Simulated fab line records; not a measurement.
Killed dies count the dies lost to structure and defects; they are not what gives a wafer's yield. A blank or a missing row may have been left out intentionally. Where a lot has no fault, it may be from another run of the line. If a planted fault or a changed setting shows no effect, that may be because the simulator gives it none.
Chamber matching ; flow sky130 ; SKY_VIA2_CMP_02 on cmp-02 has 3 sister chambers
The step polishes SiO2. 16 wafers are shown with their chamber, then 4 later ones without.

== WAFERS, EACH WITH ITS CHAMBER ==
wafer;chamber;motor-current-A (A);head-pressure-psi (psi);edge-zone-pressure-frac
L334.4;0;11.7;3.994;1.003
L334.5;1;11.6;3.993;0.998
L334.6;0;11.8;4.005;0.996
L333.2;2;11.9;3.996;0.999
L333.3;0;11.7;3.997;1.000
L333.4;1;11.5;3.999;0.996
L337.3;1;11.7;3.989;1.008
L337.5;2;12.0;3.997;0.998
L337.6;1;11.1;4.006;1.000
L341.3;0;12.0;3.995;0.995
L341.5;1;11.9;3.997;0.995
L341.6;2;12.0;3.997;0.994
L345.1;0;12.1;4.005;1.008
L345.3;1;11.7;3.995;1.007
L345.5;2;11.3;3.999;0.999
L348.2;2;12.7;3.990;1.000

SIGNATURES (averages over the wafers above)
reading;chamber 0;chamber 1;chamber 2;scatter within a chamber
motor-current-A;11.860;11.583;11.980;0.338
head-pressure-psi;3.99920;3.99650;3.99580;0.00505
edge-zone-pressure-frac;1.00040;1.00067;0.99800;0.00473
Rule: for each reading, subtract the chamber's mean from the wafer's reading, divide by that reading's scatter and square the result; add these up over the readings and take the root, which gives the wafer's distance from the chamber. The wafer belongs to the nearest chamber; if the next one is less than 2 further off, it can't be placed. The scatter: take each reading less its chamber's mean, square it, sum over the shown wafers, divide by the number of wafers less the number of chambers, and take the root.

== WAFERS WITHOUT THEIR CHAMBER ==
wafer;motor-current-A (A);head-pressure-psi (psi);edge-zone-pressure-frac
L349.2;12.5;3.999;1.007
L349.5;12.6;4.006;0.996
L351.2;12.2;4.017;0.993
L351.6;10.9;4.009;1.002

== CHAMBER TAKEN BY EACH ==
wafer;from the rows above;in truth
L349.2;can't be placed: 0 or 2 or 1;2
L349.5;can't be placed: 0 or 2 or 1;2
L351.2;can't be placed: 0 or 2 or 1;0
L351.6;can't be placed: 1 or 0 or 2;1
0 of 4 placed correctly. From these rows, 4 cannot be placed; in 4 the true chamber is one of the candidates. Placed wrongly: 0.
